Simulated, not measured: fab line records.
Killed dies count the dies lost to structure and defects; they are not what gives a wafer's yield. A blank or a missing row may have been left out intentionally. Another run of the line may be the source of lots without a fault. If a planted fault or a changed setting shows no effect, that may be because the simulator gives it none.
Struck lot and sound lot, side by side + flow sky130 + 17 steps out of a route of 708
Sound: these wafers, L289.2, L289.3, L289.5. The struck wafers were L293.1, L293.2, L293.4. Last of all comes the cause.
At each step with rows: each side's tool, then ch and its chambers, then its first start. Under that, the readings that differ: sound wafers + struck wafers + difference of the means + sigmas: that difference in standard deviations of wafers without a fault.
alike: words and numbers the same on both sides, and readings whose means are apart by under 2 such deviations; not compared: readings that were withheld, readings missing a value for some wafer, numbers with overlapping values and no deviation given by the record, and bounds like >300 which may hide the same value.
A row with sigmas, a row that says differs or no value, or rows on one side alone: a step with any of these is where the two part. Non-overlapping numbers with no deviation appear without sigmas and do not part them. A reading missing from all wafers of one side parts the sides only when that side holds two or more wafers.

first, 1 step without rows for these wafers: SKY_LDD_N_IMPLANT_15.
SKY_LDD_N_STRIP_16: strips in O2/N2.
  sound on plasmaAsher-01 ch 0,1, day 21 07:26; struck on plasmaAsher-01 ch 0,1, day 22 01:56
| reading                  | sound             | struck            | difference | sigmas |
|--------------------------|-------------------|-------------------|------------|--------|
| stripTimeToEndpointS (s) | 4.319 4.341 4.331 | 4.310 4.299 4.302 | -0.027     | -2     |
  alike: drypumpMotorCurrentA, oesProductAu
  not compared: rfHoursCounterH
SKY_LDD_N_TW_MEAS_17:
  struck on filmMetro-01, day 22 02:02; sound on filmMetro-04, day 21 07:33
  alike: LDD_N_TW
then, 7 steps without rows for these wafers: SKY_LDD_P_DEHYDRATE_00 (time 60 s); SKY_LDD_P_HMDS_01 (prime time 60 s); SKY_LDD_P_COAT_02 (resist thk 1140 nm); SKY_LDD_P_SOFTBAKE_03 (time 60 s); SKY_LDD_P_EXPOSE_04 (exposes mask PSDM, target cd 380 nm); SKY_LDD_P_PEB_05; SKY_LDD_P_DEVELOP_06 (develop time 60 s).
SKY_LDD_P_CD_MEAS_07: target cd 380 nm.
  struck on cdSem-01, day 23 07:49; sound on cdSem-02, day 22 13:34
  alike: cdNm
SKY_LDD_P_OVL_MEAS_08:
  struck on overlay-02, day 23 07:56; sound on overlay-02, day 22 13:41
  alike: LDD_P_OVL
SKY_LDD_P_IMPLANT_09:
  sound on implanter-02 ch 0, day 22 13:44; struck on implanter-03 ch 0, day 23 08:17
SKY_LDD_P_STRIP_10: strips in O2/N2.
  sound on plasmaAsher-04 ch 0, day 22 13:52; struck on plasmaAsher-02 ch 0,1, day 23 08:26
  alike: drypumpMotorCurrentA, oesProductAu, stripTimeToEndpointS
  not compared: rfHoursCounterH
SKY_LDD_P_TW_MEAS_11:
  struck on filmMetro-04, day 23 08:52; sound on filmMetro-01, day 22 13:58
| reading  | sound       | struck      | difference | sigmas |
|----------|-------------|-------------|------------|--------|
| LDD_P_TW | 634 634 634 | 780 786 785 | +150       | +39    |
then, 1 step without rows for these wafers: SKY_LDD_HVN_DEHYDRATE_00 (time 60 s).
-- here the record skips 25 days between the struck wafers' starts before and after, leaving off in module LDD_HVN and picking up in module PAD_OPEN (first step shown: number 708 of the route) --
SKY_PAD_OPEN_PROBE_99:
  struck on prober-02, day 48 17:08; sound on prober-02, day 48 09:34
| reading                             | sound             | struck            | difference | sigmas |
|-------------------------------------|-------------------|-------------------|------------|--------|
| killedDies                          | 96 94 82          | 81 68 68          | -18        | -2     |
| killedOpen                          | 55 53 49          | 44 32 33          | -16        | -2     |
| model.etest.tipP.rsOhmSq            | 6805 6810 6828    | 3855 3852 3874    | -2954      |        |
| model.etest.pfet_01v8.rOnOhmUm      | 2853 2872 2866    | 2553 2509 2537    | -331       |        |
| model.etest.pfet_01v8.driveUaUm     | 193.7 195.3 195.1 | 227.3 233.2 229.8 | +35.4      |        |
| model.etest.sramPfetLatch.driveUaUm | 142.7 150.6 146   | 167.3 180.3 169.7 | +26.0      |        |
| model.etest.pfet_01v8_hvt.driveUaUm | 144.2 146.2 146.5 | 171 177.9 173.2   | +28        |        |
| model.etest.pfet_01v8_mvt.driveUaUm | 153.5 152.5 152.9 | 173.6 176.1 174.5 | +21.8      |        |
| model.etest.pfet_01v8_lvt.driveUaUm | 178.1 178.2 178.7 | 190.5 191.8 190.2 | +12.5      |        |
| model.etest.ring_1v8.delayPs        | 21.45 21.21 21.19 | 19.81 19.13 19.47 | -1.81      |        |
  alike: killed_at_M0_to_M3, killed_at_M4_up, killedAtContacts, killedAtFrontEnd, killedAtOther, killedShort

== WHERE THEY PART ==
Earliest at SKY_LDD_N_STRIP_16; latest, in this record, at SKY_PAD_OPEN_PROBE_99.

WHY: the cause the simulator had injected
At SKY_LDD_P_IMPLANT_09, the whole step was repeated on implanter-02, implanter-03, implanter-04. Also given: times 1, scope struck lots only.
